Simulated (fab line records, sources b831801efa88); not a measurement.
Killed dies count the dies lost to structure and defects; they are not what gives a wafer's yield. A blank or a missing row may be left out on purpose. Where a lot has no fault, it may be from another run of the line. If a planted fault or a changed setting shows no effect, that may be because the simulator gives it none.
Chamber matching || flow gf180mcu || 3 sister chambers for GF_PASSIVATION_CVD_02 on pecvd-03
The step deposits Si3N4, target thk 700 nm, time 486.18 s. 14 wafers are shown with their chamber, then 7 later ones without.

== WAFERS PAIRED WITH THEIR CHAMBERS ==
{"wafer": "L162.2", "chamber": 2, "heater power w (W)": 536, "susceptor temp C (C)": 399.60}
{"wafer": "L162.5", "chamber": 0, "heater power w (W)": 807, "susceptor temp C (C)": 399.98}
{"wafer": "L162.6", "chamber": 2, "heater power w (W)": 558, "susceptor temp C (C)": 400.03}
{"wafer": "L165.4", "chamber": 2, "heater power w (W)": 539, "susceptor temp C (C)": 399.87}
{"wafer": "L165.5", "chamber": 1, "heater power w (W)": 738, "susceptor temp C (C)": 400.09}
{"wafer": "L165.6", "chamber": 0, "heater power w (W)": 763, "susceptor temp C (C)": 400.11}
{"wafer": "L169.1", "chamber": 2, "heater power w (W)": 494, "susceptor temp C (C)": 400.18}
{"wafer": "L169.2", "chamber": 1, "heater power w (W)": 836, "susceptor temp C (C)": 400.17}
{"wafer": "L169.4", "chamber": 0, "heater power w (W)": 673, "susceptor temp C (C)": 400.08}
{"wafer": "L171.1", "chamber": 0, "heater power w (W)": 844, "susceptor temp C (C)": 400.12}
{"wafer": "L171.5", "chamber": 0, "heater power w (W)": 691, "susceptor temp C (C)": 399.73}
{"wafer": "L171.6", "chamber": 1, "heater power w (W)": 873, "susceptor temp C (C)": 399.59}
{"wafer": "L173.1", "chamber": 1, "heater power w (W)": 898, "susceptor temp C (C)": 399.71}
{"wafer": "L173.5", "chamber": 1, "heater power w (W)": 747, "susceptor temp C (C)": 399.74}

SIGNATURES, as means of the wafers listed above
{"reading": "heater power w", "chamber 0": 755.60, "chamber 1": 818.40, "chamber 2": 531.75, "scatter within a chamber": 63.9}
{"reading": "susceptor temp C", "chamber 0": 400.0040, "chamber 1": 399.8600, "chamber 2": 399.9200, "scatter within a chamber": 0.224}
Rule: for a wafer and a chamber, the distance is found by dividing, reading by reading, the gap between the wafer's reading and the chamber's mean by the reading's scatter, squaring, summing and taking the root. If the next closest chamber is less than 2 further off than the closest, the wafer can't be placed; otherwise it belongs to the closest. How the scatter is found: for the shown wafers, subtract from each reading the mean of its chamber, square and add these, divide the total by (wafers less chambers), then take the root.

== WAFERS MISSING THEIR CHAMBER ==
{"wafer": "L173.6", "heater power w (W)": 792, "susceptor temp C (C)": 400.17}
{"wafer": "L175.1", "heater power w (W)": 805, "susceptor temp C (C)": 399.97}
{"wafer": "L175.3", "heater power w (W)": 842, "susceptor temp C (C)": 400.01}
{"wafer": "L175.6", "heater power w (W)": 691, "susceptor temp C (C)": 400.14}
{"wafer": "L178.1", "heater power w (W)": 747, "susceptor temp C (C)": 399.79}
{"wafer": "L178.3", "heater power w (W)": 812, "susceptor temp C (C)": 400.10}
{"wafer": "L178.5", "heater power w (W)": 856, "susceptor temp C (C)": 400.18}

== WHICH CHAMBER EACH WENT THROUGH ==
{"wafer": "L173.6", "from the rows above": "can't be placed: 0 or 1", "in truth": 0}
{"wafer": "L175.1", "from the rows above": "can't be placed: 1 or 0", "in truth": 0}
{"wafer": "L175.3", "from the rows above": "can't be placed: 1 or 0", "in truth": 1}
{"wafer": "L175.6", "from the rows above": "can't be placed: 0 or 1 or 2", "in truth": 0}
{"wafer": "L178.1", "from the rows above": "can't be placed: 0 or 1", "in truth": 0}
{"wafer": "L178.3", "from the rows above": "can't be placed: 0 or 1", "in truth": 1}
{"wafer": "L178.5", "from the rows above": "can't be placed: 1 or 0", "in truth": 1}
Placed correctly: 0 of 7. Unplaceable from these rows: 7, with the true chamber sitting among the candidates in 7. 0 placed wrongly.
